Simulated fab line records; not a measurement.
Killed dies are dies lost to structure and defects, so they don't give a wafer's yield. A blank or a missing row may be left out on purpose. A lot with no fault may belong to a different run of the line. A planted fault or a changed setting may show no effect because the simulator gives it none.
fab line records ; flow sky130
record: lots: 12; wafers: 36; last-day: 50
route steps=708 shown VT_ADJUST_HVTR@139 SONOS_ONO@183 GATE_OXIDE@198 POLY_GATE@229 PAD_OPEN@708
lots that met no fault: from a run of the same line without faults
start-h: hours from the record's opening day to when the first of the lot's shown wafers began ; wait-h: time in hours since the lot's previous step ; " the same as in the row above ; L1.1+2: one row covering several wafers at once ; - no value, or no start was given ; * or withheld: withheld ; < > ~ a bound
route shown NAME@n: a module of which the file shows steps, and the number in the route of the first ; usual: mean and standard deviation over wafers with no fault ; same: alike in all rows ; chamber/n: place in a boat ; sites: readings site by site ; _std_site: their standard deviation ; _edge_site: inner sites' mean taken away from outer sites' mean ; radius-mm: for every site, how far away it sits from the centre of the wafer ; mask NAME#n: copy n ; behind: the most recent tool/chamber to have shaped the wafer ; hold: what put the lot on hold/how long, in hours/how the hold closed ; device: the n, p or np transistor that did not switch ; end of line: tests run on the same wafers once the route is complete ; for a step that has no rows: nothing shown but its recipe ; killed: count of dies lost to structure and defects at first sort (not the wafer's yield) ; map: shows each die of a wafer: x if killed, . if not, _ if none is there
set.NAME: the setting that was run; set.NAME@STEP: the one run at that earlier step ; model.NAME: the simulator's own value behind a step, which no gauge read
a sample of lots followed through the steps of the route, with each step as a table and each wafer as a row
services: when a tool's chamber went out of use (start-h, in hours from the record's first day, below 0 if earlier), for how many hours, and the reason
== steps ==
step: SKY_VT_ADJUST_HVTR_OVL_MEAS_08
usual: VT_ADJUST_HVTR_OVL: 0.3/1.3
lot.wafer;tool;chamber;start-h;wait-h;VT_ADJUST_HVTR_OVL[nm]
L548.1;overlay-01;-;213.59;0.1;0.7
L548.2;overlay-01;-;213.59;0.1;0.2
L548.3;overlay-01;-;213.59;0.1;0.8
L551.1;overlay-01;-;245.98;0.1;-0.7
L551.2;overlay-01;-;245.98;0.1;-1.1
L551.6;overlay-01;-;245.98;0.1;0.3
L552.1;overlay-01;-;248.18;0.1;1.3
L552.3;overlay-01;-;248.18;0.1;1.4
L552.5;overlay-01;-;248.18;0.1;0.1
L555.2;overlay-02;-;270.83;0.1;0.2
L555.3;overlay-02;-;270.83;0.1;0.6
L555.5;overlay-02;-;270.83;0.1;-0.5
L556.2;overlay-02;-;273.68;0.1;0.4
L556.4;overlay-02;-;273.68;0.1;0.2
L556.6;overlay-02;-;273.68;0.1;0.3
L557.1;overlay-01;-;280.87;0.1;-1.3
L557.2;overlay-01;-;280.87;0.1;-1.4
L557.4;overlay-01;-;280.87;0.1;0.8
L562.4;overlay-01;-;314.05;0.1;2.3
L562.5;overlay-01;-;314.05;0.1;3.0
L562.6;overlay-01;-;314.05;0.1;0.5
L566.1;overlay-02;-;348.38;0.1;2.2
L566.2;overlay-02;-;348.38;0.1;-0.2
L566.4;overlay-02;-;348.38;0.1;1.5
L565.1;overlay-02;-;349.44;0.1;-0.9
L565.4;overlay-02;-;349.44;0.1;-2.5
L565.5;overlay-02;-;349.44;0.1;0.1
L567.1;overlay-01;-;367.83;0.1;0.8
L567.4;overlay-01;-;367.83;0.1;-1.6
L567.5;overlay-01;-;367.83;0.1;0.2
L568.2;overlay-02;-;369.94;0.1;1.7
L568.5;overlay-02;-;369.94;0.1;1.4
L568.6;overlay-02;-;369.94;0.1;-0.2
L569.1;overlay-02;-;370.53;0.1;-2.2
L569.4;overlay-02;-;370.53;0.1;-0.3
L569.5;overlay-02;-;370.53;0.1;-1.5
step: SKY_SONOS_ONO_ETCH_15
recipe: target-depth-nm: 19.52; chemistry: CHF3/O2; source-w: 600; bias-w: 200; pressure-mtorr: 40; chf3-flow-sccm: 50; O2_flow_sccm: 5; time-s: 7.8
usual: O2_flow_sccm: 4.999/0.013; chamber-pressure-mTorr: 40.00/0.034; drypump-motor-current-A: 5.7/0.33; oes-product-au: 0.996/0.0096; throttle-valve-pct: 8.825/0.0092
lot.wafer;tool;chamber;start-h;wait-h;O2_flow_sccm;chamber-pressure-mTorr;drypump-motor-current-A;oes-product-au;rf-hours-counter-h;throttle-valve-pct
L548.1;rie-diel-03;1;291.98;0.0;5.000;39.96;5.5;0.990;104;8.825
L548.2;rie-diel-03;0;291.98;0.0;5.010;40.05;6.0;0.995;50;8.839
L548.3;rie-diel-03;3;291.98;0.0;4.994;39.98;5.7;0.992;3;8.832
L552.1;rie-diel-02;2;329.15;0.0;5.001;40.03;6.6;1.000;3;8.824
L552.3;rie-diel-02;1;329.15;0.0;5.001;40.02;5.5;1.007;4;8.826
L552.5;rie-diel-02;2;329.15;0.0;5.003;39.91;6.5;1.004;-;8.833
L551.1;rie-diel-03;2;330.08;0.0;4.998;39.95;5.7;0.998;71;8.819
L551.2;rie-diel-03;1;330.08;0.0;4.966;40.00;5.5;0.983;105;8.827
L551.6;rie-diel-03;0;330.08;0.0;5.019;40.02;6.0;0.983;-;8.816
L555.2;rie-diel-02;0;355.95;0.0;4.996;40.03;5.5;0.990;12;8.830
L555.3;rie-diel-02;1;355.95;0.0;5.008;39.99;5.6;1.003;5;8.819
L555.5;rie-diel-02;2;355.95;0.0;4.973;39.97;6.6;0.989;-;8.820
L556.2;rie-diel-02;1;358.67;0.0;4.997;39.96;5.5;1.020;5;8.825
L556.4;rie-diel-02;2;358.67;0.0;5.019;39.98;6.5;1.004;3;8.816
L556.6;rie-diel-02;1;358.67;0.0;5.009;40.01;5.5;1.012;-;8.834
L557.1;rie-diel-02;2;371.77;0.0;4.999;40.04;6.6;0.992;3;8.833
L557.2;rie-diel-02;0;371.77;0.0;5.018;39.96;5.5;0.997;12;8.812
L557.4;rie-diel-02;1;371.77;0.0;5.007;40.01;5.5;1.004;5;8.827
L562.4;rie-diel-01;2;402.10;0.0;4.995;39.99;5.6;1.019;1;8.824
L562.5;rie-diel-01;3;402.10;0.0;4.958;39.99;5.5;0.986;-;8.832
L562.6;rie-diel-01;2;402.10;0.0;5.000;40.01;5.6;1.009;-;8.835
L566.1;rie-diel-01;0;442.55;0.0;5.001;40.01;5.3;0.992;6;8.829
L566.2;rie-diel-01;1;442.55;0.0;4.996;40.06;5.5;0.987;7;8.837
L566.4;rie-diel-01;3;442.55;0.0;4.996;40.01;5.5;0.981;-;8.822
L565.1;rie-diel-03;0;444.53;0.0;5.009;39.98;6.0;0.987;53;8.832
L565.4;rie-diel-03;3;444.53;0.0;4.995;40.06;5.8;0.998;6;8.817
L565.5;rie-diel-03;2;444.53;0.0;5.009;39.99;5.7;0.987;-;8.839
L567.1;rie-diel-01;0;466.72;0.0;4.987;40.00;5.3;1.002;6;8.837
L567.4;rie-diel-01;3;466.72;0.0;4.996;39.99;5.5;0.983;10;8.826
L567.5;rie-diel-01;1;466.72;0.0;4.985;40.02;5.5;0.990;-;8.826
L568.2;rie-diel-01;1;471.00;0.0;5.003;39.98;5.5;0.985;7;8.828
L568.5;rie-diel-01;0;471.00;0.0;4.993;40.01;5.3;1.003;-;8.827
L568.6;rie-diel-01;3;471.00;0.0;4.995;39.98;5.5;0.995;-;8.819
L569.1;rie-diel-03;0;471.53;0.0;4.986;40.02;6.0;0.979;53;8.816
L569.4;rie-diel-03;2;471.53;0.0;4.982;39.96;5.7;0.994;-;8.821
L569.5;rie-diel-03;0;471.53;0.0;4.993;40.05;6.0;0.989;-;8.824
step: SKY_GATE_OXIDE_IMPLANT_11
recipe: species: B; energy-kev: 10; dose-cm2: 2.6e+12; tilt-deg: withheld
usual: dose-ions-cm2: 2.6e+12/2.8e+09; faraday-current-uA: 14.68/0.29
lot.wafer;tool;chamber;start-h;wait-h;dose-ions-cm2;faraday-current-uA
L548.1;implanter-04;0;320.05;0.0;2.6026e+12;15.02
L548.2;implanter-04;0;320.05;0.0;2.6068e+12;14.58
L548.3;implanter-04;0;320.05;0.0;2.6005e+12;14.70
L551.1;implanter-03;0;359.86;0.0;2.6057e+12;15.02
L551.2;implanter-03;0;359.86;0.0;2.6045e+12;14.17
L551.6;implanter-03;0;359.86;0.0;2.6044e+12;15.00
L552.1;implanter-01;0;360.03;0.0;2.599e+12;14.31
L552.3;implanter-01;0;360.03;0.0;2.5955e+12;14.73
L552.5;implanter-01;0;360.03;0.0;2.5962e+12;14.93
L555.2;implanter-01;0;386.58;0.0;2.603e+12;14.85
L555.3;implanter-01;0;386.58;0.0;2.6003e+12;14.39
L555.5;implanter-01;0;386.58;0.0;2.6022e+12;14.44
L556.2;implanter-03;0;389.31;0.0;2.7172e+12;14.96
L556.4;implanter-03;0;389.31;0.0;2.7167e+12;15.29
L556.6;implanter-03;0;389.31;0.0;2.7179e+12;15.96
L557.1;implanter-03;0;402.31;0.0;2.7174e+12;15.50
L557.2;implanter-03;0;402.31;0.0;2.7169e+12;15.60
L557.4;implanter-03;0;402.31;0.0;2.7175e+12;15.25
L562.4;implanter-01;0;434.72;0.1;2.5988e+12;15.19
L562.5;implanter-01;0;434.72;0.1;2.6017e+12;15.01
L562.6;implanter-01;0;434.72;0.1;2.6013e+12;14.28
L566.1;implanter-01;0;474.86;0.0;2.6025e+12;14.72
L566.2;implanter-01;0;474.86;0.0;2.6028e+12;15.36
L566.4;implanter-01;0;474.86;0.0;2.605e+12;15.07
L565.1;implanter-01;0;478.68;0.0;2.5995e+12;14.67
L565.4;implanter-01;0;478.68;0.0;2.6027e+12;14.25
L565.5;implanter-01;0;478.68;0.0;2.5963e+12;14.57
L567.1;implanter-03;0;498.83;0.0;2.5968e+12;15.00
L567.4;implanter-03;0;498.83;0.0;2.5935e+12;15.07
L567.5;implanter-03;0;498.83;0.0;2.5998e+12;14.84
L568.2;implanter-03;0;502.72;0.0;2.6027e+12;14.47
L568.5;implanter-03;0;502.72;0.0;2.6029e+12;14.83
L568.6;implanter-03;0;502.72;0.0;2.5987e+12;14.65
L569.1;implanter-03;0;504.63;0.0;2.6007e+12;14.18
L569.4;implanter-03;0;504.63;0.0;2.6025e+12;14.31
L569.5;implanter-03;0;504.63;0.0;2.6024e+12;14.57
step: SKY_POLY_GATE_ETCH_15
recipe: chemistry: N2/H2; target: BARC; ion-energy-ev: 200; source-w: 500; bias-w: 100; pressure-mtorr: 30; n2-flow-sccm: 100; h2-flow-sccm: 200; stop-on: SiO2; time-s: 118.5; target-depth-a: 1100
usual: chamber-pressure-mTorr: 30.001/0.029; drypump-motor-current-A: 5.7/0.45; oes-product-au: 0.716/0.0046; throttle-valve-pct: 13.213/0.01
lot.wafer;tool;chamber;start-h;wait-h;chamber-pressure-mTorr;drypump-motor-current-A;oes-product-au;rf-hours-counter-h;throttle-valve-pct
L548.1;rie-diel-01;0;380.45;0.0;29.991;5.3;0.718;4;13.217
L548.2;rie-diel-01;1;380.45;0.0;29.942;5.6;0.718;5;13.205
L548.3;rie-diel-01;2;380.45;0.0;29.993;5.6;0.717;0;13.202
L551.1;rie-diel-04;2;426.65;0.0;30.014;6.2;0.716;46;13.208
L551.2;rie-diel-04;3;426.65;0.0;30.010;5.8;0.715;2;13.224
L551.6;rie-diel-04;1;426.65;0.0;29.989;4.7;0.720;-;13.217
L552.1;rie-diel-01;0;427.00;0.0;29.985;5.3;0.709;5;13.217
L552.3;rie-diel-01;2;427.00;0.0;29.978;5.6;0.716;1;13.209
L552.5;rie-diel-01;2;427.00;0.0;30.046;5.6;0.721;-;13.212
L555.2;rie-diel-02;3;454.10;0.0;29.922;5.5;0.724;13;13.224
L555.3;rie-diel-02;2;454.10;0.0;29.999;6.6;0.717;5;13.222
L555.5;rie-diel-02;3;454.10;0.0;30.016;5.5;0.717;-;13.221
L556.2;rie-diel-02;2;459.70;0.0;30.053;6.6;0.709;6;13.204
L556.4;rie-diel-02;3;459.70;0.0;29.965;5.5;0.719;13;13.207
L556.6;rie-diel-02;0;459.70;0.0;30.026;5.5;0.723;-;13.205
L557.1;rie-diel-04;2;473.20;0.0;30.037;6.2;0.707;47;13.196
L557.2;rie-diel-04;3;473.20;0.0;29.994;5.8;0.712;3;13.231
L557.4;rie-diel-04;1;473.20;0.0;29.993;4.7;0.722;7;13.223
L562.4;rie-diel-04;1;502.50;0.0;29.982;4.7;0.709;8;13.219
L562.5;rie-diel-04;0;502.50;0.0;29.962;6.3;0.721;-;13.226
L562.6;rie-diel-04;1;502.50;0.0;30.008;4.7;0.722;-;13.204
L566.1;rie-diel-01;1;541.05;0.0;30.022;5.5;0.714;9;13.212
L566.2;rie-diel-01;2;541.05;0.0;29.946;5.6;0.723;3;13.207
L566.4;rie-diel-01;0;541.05;0.0;29.975;5.3;0.713;7;13.200
L565.1;rie-diel-04;2;545.50;0.0;30.004;6.2;0.720;48;13.215
L565.4;rie-diel-04;1;545.50;0.0;30.003;4.7;0.721;8;13.222
L565.5;rie-diel-04;3;545.50;0.0;29.968;5.8;0.709;-;13.213
L567.1;rie-diel-01;3;564.05;0.0;30.007;5.5;0.716;11;13.228
L567.4;rie-diel-01;0;564.05;0.0;30.025;5.3;0.716;8;13.225
L567.5;rie-diel-01;2;564.05;0.0;30.035;5.5;0.722;-;13.207
L569.1;rie-diel-02;3;570.70;0.0;30.056;5.6;0.718;16;13.217
L569.4;rie-diel-02;0;570.70;0.0;30.017;5.5;0.719;17;13.221
L569.5;rie-diel-02;0;570.70;0.0;29.982;5.5;0.720;-;13.211
L568.2;rie-diel-04;0;570.75;0.0;30.055;6.3;0.720;15;13.220
L568.5;rie-diel-04;1;570.75;0.0;29.953;4.7;0.714;-;13.203
L568.6;rie-diel-04;0;570.75;0.0;29.988;6.3;0.712;-;13.220
step: SKY_PAD_OPEN_PROBE_99
usual: killed_at_M0_to_M3: 44/6.9; killed_at_M4_up: 3.0/1.5; killed-at-contacts: 24/5.2; killed-at-front-end: 15/4.1; killed-at-other: 0.4/0.62; killed-dies: 87/9.6; killed-open: 47/7; killed-short: 40/6.2
same: gross-dies: 492; killed-at-back-side: 0
lot.wafer;tool;chamber;start-h;wait-h;killed_at_M0_to_M3;killed_at_M4_up;killed-at-contacts;killed-at-front-end;killed-at-other;killed-dies;killed-open;killed-short
L556.2;prober-01;-;1133.16;0.1;44;3;26;11;0;84;46;38
L556.4;prober-01;-;1133.26;0.2;49;2;30;14;0;95;57;38
L556.6;prober-01;-;1133.36;0.2;47;2;25;13;0;87;45;42
L557.1;prober-02;-;1141.23;0.1;43;6;25;12;0;86;36;49
L557.2;prober-02;-;1141.28;0.1;48;3;24;20;1;96;54;42
L557.4;prober-02;-;1141.38;0.2;38;5;18;17;0;78;36;42
L565.1;prober-01;-;1182.45;0.1;44;4;20;16;2;86;47;39
L565.4;prober-01;-;1182.60;0.2;47;3;17;10;1;78;41;37
L565.5;prober-01;-;1182.65;0.2;38;4;25;18;0;85;39;44
L567.1;prober-02;-;1193.01;0.1;55;4;33;9;1;102;61;41
L567.4;prober-02;-;1193.16;0.2;46;4;31;13;0;94;55;39
L567.5;prober-02;-;1193.21;0.2;44;4;19;14;0;81;46;35
killed by level:class
L556.2 CONTACT:geometric-particle:open=11 VIA1:geometric-particle:open=10 METAL2:geometric-particle:short=6 VIA3:geometric-particle:open=6 CONTACT:geometric-particle:short=5 VIA1:geometric-particle:short=5 VIA2:geometric-particle:open=5 SPACER:geometric-particle:open=4
L556.4 VIA1:geometric-particle:open=13 LI_CONTACT:geometric-particle:open=12 CONTACT:geometric-particle:open=7 CONTACT:geometric-particle:short=7 VIA3:geometric-particle:open=7 METAL2:geometric-particle:short=6 VIA2:geometric-particle:open=6 METAL1:geometric-particle:short=5
L556.6 VIA3:geometric-particle:open=12 VIA1:geometric-particle:open=9 CONTACT:geometric-particle:short=8 METAL2:geometric-particle:short=8 CONTACT:geometric-particle:open=7 LOCAL_INTERCONNECT:geometric-particle:short=5 VIA2:geometric-particle:open=5 FIELD_ISO:geometric-particle:short=4
L557.1 VIA1:geometric-particle:short=8 CONTACT:geometric-particle:open=7 VIA1:geometric-particle:open=7 VIA2:geometric-particle:open=6 FIELD_ISO:geometric-particle:short=5 LI_CONTACT:geometric-particle:open=5 LI_CONTACT:geometric-particle:short=5 METAL1:geometric-particle:short=5
L557.2 VIA1:geometric-particle:open=12 METAL1:geometric-particle:short=8 VIA3:geometric-particle:open=8 CONTACT:geometric-particle:short=7 CONTACT:geometric-particle:open=7 POLY_GATE:geometric-particle:short=5 LI_CONTACT:geometric-particle:open=5 VIA2:geometric-particle:open=5
L557.4 VIA1:geometric-particle:open=9 CONTACT:geometric-particle:open=8 METAL1:geometric-particle:short=6 FIELD_ISO:geometric-particle:short=5 VIA1:geometric-particle:short=5 FIELD_ISO:geometric-particle:open=4 LI_CONTACT:geometric-particle:open=4 METAL4:geometric-particle:short=4
L565.1 VIA3:geometric-particle:open=11 LI_CONTACT:geometric-particle:open=8 CONTACT:geometric-particle:open=7 VIA1:geometric-particle:open=7 FIELD_ISO:geometric-particle:short=5 POLY_GATE:geometric-particle:short=4 VIA1:geometric-particle:short=4 VIA2:geometric-particle:short=4
L565.4 VIA3:geometric-particle:open=9 VIA2:geometric-particle:open=9 CONTACT:geometric-particle:open=8 METAL1:geometric-particle:short=7 LOCAL_INTERCONNECT:geometric-particle:short=4 VIA1:geometric-particle:short=4 VIA3:geometric-particle:short=4 FIELD_ISO:geometric-particle:open=3
L565.5 CONTACT:geometric-particle:open=8 METAL1:geometric-particle:short=8 LI_CONTACT:geometric-particle:open=7 CONTACT:geometric-particle:short=6 VIA1:geometric-particle:open=6 POLY_GATE:geometric-particle:short=5 VIA3:geometric-particle:open=5 POLY_GATE:geometric-particle:open=4
L567.1 CONTACT:geometric-particle:open=18 VIA1:geometric-particle:open=16 METAL2:geometric-particle:short=7 METAL3:geometric-particle:short=7 LI_CONTACT:geometric-particle:open=6 VIA3:geometric-particle:open=6 VIA1:geometric-particle:short=6 VIA2:geometric-particle:open=6
L567.4 VIA1:geometric-particle:open=13 CONTACT:geometric-particle:open=11 VIA3:geometric-particle:open=11 LI_CONTACT:geometric-particle:open=10 CONTACT:geometric-particle:short=8 FIELD_ISO:geometric-particle:short=6 POLY_GATE:geometric-particle:short=5 METAL1:geometric-particle:short=4
L567.5 VIA1:geometric-particle:open=12 METAL1:geometric-particle:short=8 CONTACT:geometric-particle:open=7 VIA1:geometric-particle:short=6 VIA2:geometric-particle:open=6 VIA3:geometric-particle:open=5 LI_CONTACT:geometric-particle:open=4 LOCAL_INTERCONNECT:geometric-particle:short=4
== services ==
tool;chamber;start-h;hours;kind
rie-diel-03;0;271.09;4.9;repair
rie-diel-03;1;283.00;4.9;repair
rie-diel-03;2;286.14;8.9;repair
rie-diel-02;-;298.90;0.4;repair
rie-diel-01;0;304.37;6.3;repair
rie-diel-02;3;329.71;4.0;repair
implanter-01;-;340.99;2.4;repair
rie-diel-01;-;356.35;14.6;pm
rie-diel-04;2;365.67;6.1;repair
rie-diel-02;1;375.63;14.3;repair
rie-diel-03;1;378.94;8.9;repair
rie-diel-03;3;383.13;14.5;repair
implanter-03;-;384.80;2.5;pm
rie-diel-04;0;410.45;20.4;repair
rie-diel-04;2;417.41;3.0;repair
rie-diel-03;3;434.94;4.7;repair
rie-diel-04;-;439.09;28.1;pm
rie-diel-01;2;440.83;19.7;repair
rie-diel-01;-;449.70;3.3;repair
rie-diel-03;1;463.83;9.8;repair
implanter-03;-;473.07;1.2;repair
rie-diel-03;0;483.38;3.5;repair
rie-diel-01;-;506.74;2.8;pm
rie-diel-04;3;557.52;9.2;repair
== key ==
first-sign: step: SKY_GATE_OXIDE_IMPLANT_11; reading: dose-ions-cm2; direction: up; sigmas: 43; usual: *; struck: *
effect: step: SKY_GATE_OXIDE_IMPLANT_11; reading: faraday-current-uA; direction: up; sigmas: 2.6; usual: 14.68; struck: 15.43
met-at SKY_GATE_OXIDE_IMPLANT_11
struck-lots L556,L557
tester-left-out L556,L557
not-acting-at SKY_VT_ADJUST_HVTR_OVL_MEAS_08,SKY_SONOS_ONO_ETCH_15,SKY_POLY_GATE_ETCH_15
onset-between 359.86 389.31
fault: kind: process-parameter-drift; tool: implanter-03; chamber: -; onset-h: 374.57; steps: SKY_GATE_OXIDE_IMPLANT_11; channel: dose-cm2; offset: *; shape: step; end-h: 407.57; acts-in: *; stated: *
tester-left-out: of these lots the tester's yield and bins aren't shown, on N5 and GAA mostly nor the transistor test; their killed dies are dies lost to structure and defects alone, not to doping, threshold or leakage, so they don't give the yield
